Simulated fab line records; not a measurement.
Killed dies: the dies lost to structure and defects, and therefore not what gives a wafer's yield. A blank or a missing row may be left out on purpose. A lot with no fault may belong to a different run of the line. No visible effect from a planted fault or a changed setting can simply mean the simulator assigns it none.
Which tool was responsible? / flow gf180mcu / Sampling: 13 lots, 39 wafers, 2 of 602 route steps

WHAT THE GAUGES READ, wafer by wafer
GF_V2_CD_MEAS_14 targets a cd of 260 nm. Usual: cd nm at 260.2 nm, with a standard deviation of 1.3.
lot=L786; measured=day 20 11:31; on=cd sem-02; cd nm (nm)=260.7 260.5 261.6; flag=
lot=L787; measured=day 20 15:26; on=cd sem-01; cd nm (nm)=260.1 261.4 260.6; flag=
lot=L788; measured=day 21 01:26; on=cd sem-02; cd nm (nm)=261.5 260.5 259.8; flag=
lot=L791; measured=day 22 12:55; on=cd sem-02; cd nm (nm)=257.9 257.7 258.4; flag=
lot=L796; measured=day 24 05:28; on=cd sem-01; cd nm (nm)=261.0 260.7 262.5; flag=
lot=L797; measured=day 24 12:11; on=cd sem-01; cd nm (nm)=258.4 258.2 259.0; flag=
lot=L799; measured=day 25 00:47; on=cd sem-01; cd nm (nm)=260.6 261.4 261.7; flag=
lot=L800; measured=day 25 08:20; on=cd sem-01; cd nm (nm)=259.0 260.0 259.4; flag=
lot=L802; measured=day 25 22:17; on=cd sem-01; cd nm (nm)=259.3 258.1 259.0; flag=
lot=L803; measured=day 25 22:56; on=cd sem-01; cd nm (nm)=261.5 262.1 261.1; flag=
lot=L804; measured=day 26 14:58; on=cd sem-02; cd nm (nm)=260.1 260.0 260.6; flag=
lot=L807; measured=day 27 11:59; on=cd sem-01; cd nm (nm)=262.8 260.0 262.2; flag=
lot=L808; measured=day 27 13:50; on=cd sem-01; cd nm (nm)=261.9 261.1 260.2; flag=

TOOL THAT RAN EACH LOT (tool first, then ch and the chambers of the sampled wafers, then the start)
lot=L786; GF_M2_SPUTTER_03=pvd sputter-01, day 18 09:32
lot=L787; GF_M2_SPUTTER_03=pvd sputter-04, day 18 13:42
lot=L788; GF_M2_SPUTTER_03=pvd sputter-04, day 19 00:40
lot=L791; GF_M2_SPUTTER_03=pvd sputter-04, day 20 13:29
lot=L796; GF_M2_SPUTTER_03=pvd sputter-02, day 22 07:51
lot=L797; GF_M2_SPUTTER_03=pvd sputter-02, day 22 13:34
lot=L799; GF_M2_SPUTTER_03=pvd sputter-02, day 23 03:08
lot=L800; GF_M2_SPUTTER_03=pvd sputter-02, day 23 10:51
lot=L802; GF_M2_SPUTTER_03=pvd sputter-02, day 24 01:22
lot=L803; GF_M2_SPUTTER_03=pvd sputter-04, day 24 01:43
lot=L804; GF_M2_SPUTTER_03=pvd sputter-04, day 24 14:17
lot=L807; GF_M2_SPUTTER_03=pvd sputter-02, day 25 17:07
lot=L808; GF_M2_SPUTTER_03=pvd sputter-02, day 25 19:07
- GF_M2_SPUTTER_03: material Ti, target thk 10 nm, time 6.7 s.

AS READ BY THE TOOLS THEMSELVES (means over the sampled wafers that have a number; for cases with no such wafer, the mark the record gives instead)
GF_M2_SPUTTER_03. Usual: chamber pressure pa 0.3000 Pa, standard deviation 0.00057; substrate temp c 300.01 C, standard deviation 0.19; throttle valve pct 29.9 %, standard deviation 0.89.
lot=L786; tool=pvd sputter-01; chamber pressure pa (Pa)=0.3006; substrate temp c (C)=299.91; throttle valve pct (%)=30.0; flag=
lot=L787; tool=pvd sputter-04; chamber pressure pa (Pa)=0.3006; substrate temp c (C)=299.94; throttle valve pct (%)=30.9; flag=
lot=L788; tool=pvd sputter-04; chamber pressure pa (Pa)=0.3003; substrate temp c (C)=300.06; throttle valve pct (%)=28.3; flag=
lot=L791; tool=pvd sputter-04; chamber pressure pa (Pa)=0.3002; substrate temp c (C)=299.90; throttle valve pct (%)=29.3; flag=
lot=L796; tool=pvd sputter-02; chamber pressure pa (Pa)=0.2999; substrate temp c (C)=299.95; throttle valve pct (%)=30.0; flag=
lot=L797; tool=pvd sputter-02; chamber pressure pa (Pa)=0.2997; substrate temp c (C)=300.02; throttle valve pct (%)=30.7; flag=
lot=L799; tool=pvd sputter-02; chamber pressure pa (Pa)=0.2996; substrate temp c (C)=300.07; throttle valve pct (%)=30.9; flag=
lot=L800; tool=pvd sputter-02; chamber pressure pa (Pa)=0.2997; substrate temp c (C)=300.02; throttle valve pct (%)=29.3; flag=
lot=L802; tool=pvd sputter-02; chamber pressure pa (Pa)=0.3005; substrate temp c (C)=300.02; throttle valve pct (%)=29.8; flag=
lot=L803; tool=pvd sputter-04; chamber pressure pa (Pa)=0.3002; substrate temp c (C)=299.99; throttle valve pct (%)=29.0; flag=
lot=L804; tool=pvd sputter-04; chamber pressure pa (Pa)=0.2995; substrate temp c (C)=300.07; throttle valve pct (%)=30.8; flag=
lot=L807; tool=pvd sputter-02; chamber pressure pa (Pa)=0.3000; substrate temp c (C)=299.99; throttle valve pct (%)=29.8; flag=
lot=L808; tool=pvd sputter-02; chamber pressure pa (Pa)=0.3001; substrate temp c (C)=300.23; throttle valve pct (%)=29.9; flag=

THE ANSWER, worked out from the rows above alone
Rule: a lot counts as off when the mean over its wafers that have a number is more than 3 standard deviations away from the usual mean. Also off: a lot with no number at a reading for which 4 or more lots have one. Any other lot the step has rows for is counted as sound. Order of review: gauges by route order, followed by the tools' own readings, for which a lot's mean as printed above is used. The first step at which some lot is off is used, and at that step the reading that is off furthest; a lot without a number counts as furthest.
None of the lots is off at any reading shown; this tells nothing.

WHAT WAS PUT IN BY THE SIMULATOR
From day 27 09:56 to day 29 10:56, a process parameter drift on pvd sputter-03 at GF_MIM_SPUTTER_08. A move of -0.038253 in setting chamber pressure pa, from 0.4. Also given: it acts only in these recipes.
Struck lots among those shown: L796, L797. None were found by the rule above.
